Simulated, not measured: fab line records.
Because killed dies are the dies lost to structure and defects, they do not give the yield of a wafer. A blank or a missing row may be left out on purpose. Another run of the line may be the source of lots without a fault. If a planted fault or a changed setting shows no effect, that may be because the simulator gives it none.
The same fault as seen by 2 desks -- flow gf180mcu -- each desk has only its own numbers; what lay behind them comes last

THE METROLOGY DESK
What the gauges read for every lot (on any tool): the sampled wafers with a number, averaged. Marked OUT: a lot whose mean sits more than 4 standard deviations from the usual mean, which makes it out of limits; the brackets give that distance.
Columns: A = STI_OXIDATION_THK at GF_STI_THK_MEAS_02, usual 10.11 nm; B = MVSD_RS at GF_VT_IMPLANT_RS_MEAS_46, usual 456.4 ohm/sq
lot,first seen here,A,B
L517,day 1 11:31,9.95,453.9
L518,day 1 17:26,10.28,456.8
L524,day 2 22:58,10.27,455.8
L526,day 3 08:35,9.75,455.6
L527,day 3 13:41,10.35,455.1
L528,day 3 18:32,9.87,456.1
L529,day 3 23:31,10.00,456.8
L535,day 5 05:33,9.91,456.1
L536,day 5 11:18,10.29,446.3 (-7.8) OUT
L537,day 5 15:32,10.19,448.8 (-5.8) OUT
L539,day 6 01:31,10.36,456.2
L540,day 6 06:44,10.25,456.7
This desk finds L536, L537 out of limits, with the earliest case on L536 at day 12 19:47 (MVSD_RS at GF_VT_IMPLANT_RS_MEAS_46). L517, L518, L524, L526, L527, L528, L529, L535, L539, L540 stayed within limits.

AT THE TOOL OWNER'S DESK: implanter-02
GF_MVSD_IMPLANT_09, tool's own readings: per-lot mean of the sampled wafers with a number, covering each lot this tool ran. Marked OUT: a lot whose mean sits more than 4 standard deviations from the usual mean, which makes it out of limits; the brackets give that distance.
Columns: A = beam-on-s at GF_MVSD_IMPLANT_09, usual 10.00 s; B = end-station-pressure-torr at GF_MVSD_IMPLANT_09, usual 5.03e-06 Torr; C = faraday-current-uA at GF_MVSD_IMPLANT_09, usual 28.2
lot,first seen here,A,B,C
L517,day 4 10:04,10.09,4.98e-06,28.0
L518,day 4 17:32,9.71,5.09e-06,29.0
L526,day 6 15:37,10.02,4.92e-06,28.2
L527,day 6 23:22,10.16,5.02e-06,27.8
L536,day 9 00:05,11.10 (+4.8) OUT,5.32e-06,25.3 (-4.5) OUT
L537,day 9 06:26,11.44 (+6.2) OUT,5.10e-06,24.6 (-5.6) OUT
This desk's finding: out of limits on L536, L537; first on L536, day 9 00:05 (beam-on-s at GF_MVSD_IMPLANT_09). L517, L518, L526, L527 stayed within limits.

TAKEN TOGETHER
At day 9 00:05, on L536, L537, the tool owner's desk was in a position to raise an alarm.
L536, L537 would have let the metrology desk raise an alarm at day 12 19:47.
Of the lots named, all ran GF_MVSD_IMPLANT_09 on implanter-02.

WHAT THE SIMULATOR PUT IN
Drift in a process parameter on implanter-02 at GF_MVSD_IMPLANT_09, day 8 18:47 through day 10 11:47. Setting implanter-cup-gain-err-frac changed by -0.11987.
Shown lots that were struck: L536, L537.
Fault start to first reading out of limits, in hours, per desk: tool owner, 5; metrology, 97.
